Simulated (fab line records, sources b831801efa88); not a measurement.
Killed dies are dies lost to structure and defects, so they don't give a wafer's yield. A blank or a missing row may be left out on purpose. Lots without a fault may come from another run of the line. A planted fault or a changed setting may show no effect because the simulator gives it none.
Problem report in the 8D (eight disciplines) form, filled by code | flow sky130 | the parts of the form that need people (team, actions taken, sign-off) are left out

1. THE PROBLEM
run_length_s at SKY_METAL2_SOFTBAKE_11 reads a mean of 126.81 s on 1 wafer of 1 lot; wafers without a fault read 119.25 s with a standard deviation of 0.2. That is +38 standard deviations from the usual mean.
The step: time 90 s.
First seen on wafer L429.4, day 38 23:00, on litho_track-03. The record holds 39 wafers of 13 lots with a number at this step. Rule for "out", or "out of limits": more than 4 standard deviations from the usual mean. The other wafers with a number count as sound.

2. WHAT IT IS AND WHAT IT IS NOT
question                    | is                | is not
which readings at this step | run_length_s      | heater_power_total_W
which lots                  | L429              | L419, L420, L421, L422, L423, L424, L425, L436, L437, L440, L441, L442
which wafers of those lots  | L429.4            | L429.2, L429.3
read on which tools         | litho_track-03    | litho_track-01, litho_track-02
when                        | from day 38 23:00 | up to then (23 sound wafers); but 15 sound wafers of L436, L437, L440, L441, L442 came after

3. SUSPECTS, AND WHAT RULES EACH OUT
Counting: a tool at a process step up to the reading stays a suspect if it ran every lot that is out. Sound lots after the first of them don't rule it out here, since some wafers of a struck lot are sound.
- cvd_w-01 at SKY_VIA1_CVD_21 (deposits W, target thk 270 nm, time 80.902 s): kept. It ran the lot that is out, L429 (day 38 09:55); its last sound lot up to then is L425 (day 37 06:13).
- litho_track-03 at SKY_METAL2_SOFTBAKE_11 (time 90 s): kept. It ran the lot that is out, L429 (day 38 23:00); its last sound lot up to then is L425 (day 37 19:00). Its own readings are out on those wafers: run_length_s.
- Within cvd_w-01 at SKY_VIA1_CVD_21: the wafers that are out ran in chamber 0; their sound lot-mates ran in chamber 1.
Left after counting: cvd_w-01 at SKY_VIA1_CVD_21, litho_track-03 at SKY_METAL2_SOFTBAKE_11.

4. THE CAUSE (what the simulator had put in)
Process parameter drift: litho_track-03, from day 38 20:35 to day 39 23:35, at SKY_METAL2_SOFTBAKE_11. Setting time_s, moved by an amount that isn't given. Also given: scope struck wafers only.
Counting left 2 suspects, and this tool is among them.

5. THE CHAIN OF EFFECTS, in route order
Each row: a reading whose mean over the struck wafers that have a number lies more than 3 standard deviations from the usual. Only readings for which the record gives a usual standard deviation are gone through. hours: the time from each lot's start at the first step in this table that gives one to its start at this step, as a median over the lots. sigmas: the change in usual standard deviations.
hours | step                   | reading      | usual    | on struck wafers | change | sigmas
0     | SKY_METAL2_SOFTBAKE_11 | run_length_s | 119.25 s | 126.81           | +7.56  | +38
The process steps in it:
- SKY_METAL2_SOFTBAKE_11: time 90 s.

6. WHAT WOULD HAVE CAUGHT IT SOONER
In this record the first reading out of limits was taken at day 38 23:00, 2 hours after the fault began at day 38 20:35.
